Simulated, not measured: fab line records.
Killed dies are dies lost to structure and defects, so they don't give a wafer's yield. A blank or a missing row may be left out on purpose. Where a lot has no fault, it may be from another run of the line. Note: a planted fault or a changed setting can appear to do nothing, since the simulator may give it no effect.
Comparing a struck lot with a sound one :: flow gf180mcu :: 18 steps out of a route of 602
Sound: the wafers L911.1, L911.4, L911.5. Struck: wafer L926.1 (L926.3, L926.6, from the same lot, were not struck and are left out); the cause is given at the end.
Order at every step that has rows: each side's tool, ch and its chambers, its first start. Under that, the readings that differ: sound wafers :: struck wafers :: difference of the means :: sigmas: that difference in standard deviations of wafers without a fault.
alike: same words and numbers on both sides, and readings whose means sit less than 2 such deviations apart. not compared: any withheld reading, any reading some wafer has no value for, any bound like >300 that may hide the same value, and any number with overlapping values for which the record gives no deviation.
Wherever a step has rows on one side only, a row that says differs or no value, or a row with sigmas, the two part there. Numbers that have no deviation but don't overlap get no sigmas and don't part them. A reading that every wafer of one side lacks parts them only if that side has two wafers or more.

first, 3 steps without rows for these wafers: GF_V2_EXPOSE_11 (exposes mask Via2, target cd 260 nm); GF_V2_PEB_12 (peb time 90 s); GF_V2_DEVELOP_13 (develop time 60 s).
GF_V2_CD_MEAS_14 targets a cd of 260 nm.
  struck on cd-sem-01, day 26 08:59; sound on cd-sem-01, day 20 02:29
reading: cd-nm (nm)
sound: 261.5 260.9 262.0
struck: 256.9
difference: -4.6
sigmas: -4
GF_V2_OVL_MEAS_15:
  struck on overlay-01, day 26 09:07; sound on overlay-02, day 20 02:37
  alike: V2_OVL
GF_V2_ETCH_16: etches BARC in N2/H2.
  sound on rie-diel-02 ch 0,1, day 20 02:39; struck on rie-diel-01 ch 2, day 26 09:09
  alike: drypump-motor-current-A, h2-flow-sccm, oes-product-au, throttle-valve-pct
then, 1 step without rows for these wafers: GF_V2_ETCH_17 (etches SiO2 in C4F8/O2/Ar, stops on TiN, target depth 630 nm).
GF_V2_STRIP_18: strips in O2/N2.
  sound on plasma-asher-04 ch 0,1, day 20 02:47; struck on plasma-asher-01 ch 1, day 26 09:17
reading: heater-power-w (W)
sound: 280 318 320
struck: 405
difference: +99
sigmas: +3
  alike: drypump-motor-current-A, oes-product-au
  not compared: rf-hours-counter-h
then, 2 steps without rows for these wafers: GF_V2_STRIP_19 (strips in post etch residue remover, time 1200 s); GF_V2_CLEAN_20 (cleans in DIW).
GF_V2_SPUTTER_21: material Ti, target thk 15 nm, time 80.02 s.
  struck on pvd-sputter-02, day 26 09:53; sound on pvd-sputter-02, day 20 03:19
  alike: cathode-dc-power-W, throttle-valve-pct
GF_V2_SPUTTER_22: material TiN, target thk 10 nm, time 40 s.
  struck on pvd-sputter-02, day 26 09:57; sound on pvd-sputter-02, day 20 03:22
  alike: cathode-dc-power-W, throttle-valve-pct
GF_V2_CVD_23: deposits W, target thk 350 nm, time 104.94 s.
  sound on cvd-w-01 ch 0,1, day 20 03:25; struck on cvd-w-01 ch 1, day 26 09:59
reading: model.W_of_V2_CVD_23.thk-nm (nm)
sound: 351.3 348.4 350.1
struck: 659.5
difference: +309.6
sigmas: 
  alike: heater-power-w
GF_V2_RS_MEAS_24: measures by four-point-probe.
  struck on film-metro-01, day 26 10:06; sound on film-metro-01, day 20 03:31
reading: V2_W_RS (ohm/sq)
sound: 0.326 0.330 0.328
struck: 0.173
difference: -0.155
sigmas: -30
GF_V2_THK_MEAS_25: measures by xrf.
  struck on film-metro-01, day 26 10:13; sound on film-metro-01, day 20 03:38
  not compared: V2_W_THK
GF_V2_CMP_26: polishes, stops on SiO2, t overpolish 15 s, target thk 0 nm.
  sound on cmp-01 ch 0,2,3, day 20 03:48; struck on cmp-01 ch 0, day 26 10:17
reading: time-to-endpoint-s (s)
sound: 89 88 86
struck: 149
difference: +61
sigmas: +19
  alike: motor-current-A
GF_M3_SPUTTER_00: material Ti, target thk 37.5 nm, time 150 s.
  struck on pvd-sputter-04, day 26 10:35; sound on pvd-sputter-03, day 20 04:00
  alike: cathode-dc-power-W, throttle-valve-pct
after that, 1 step had no rows for these wafers: GF_PASSIVATION_PROBE_99.

== WHERE THEY PART ==
Earliest at GF_V2_CD_MEAS_14; latest, in this record, at GF_V2_CMP_26. Later steps at which nothing parts them and some readings are alike: GF_M3_SPUTTER_00.

WHY: what the simulator had put in
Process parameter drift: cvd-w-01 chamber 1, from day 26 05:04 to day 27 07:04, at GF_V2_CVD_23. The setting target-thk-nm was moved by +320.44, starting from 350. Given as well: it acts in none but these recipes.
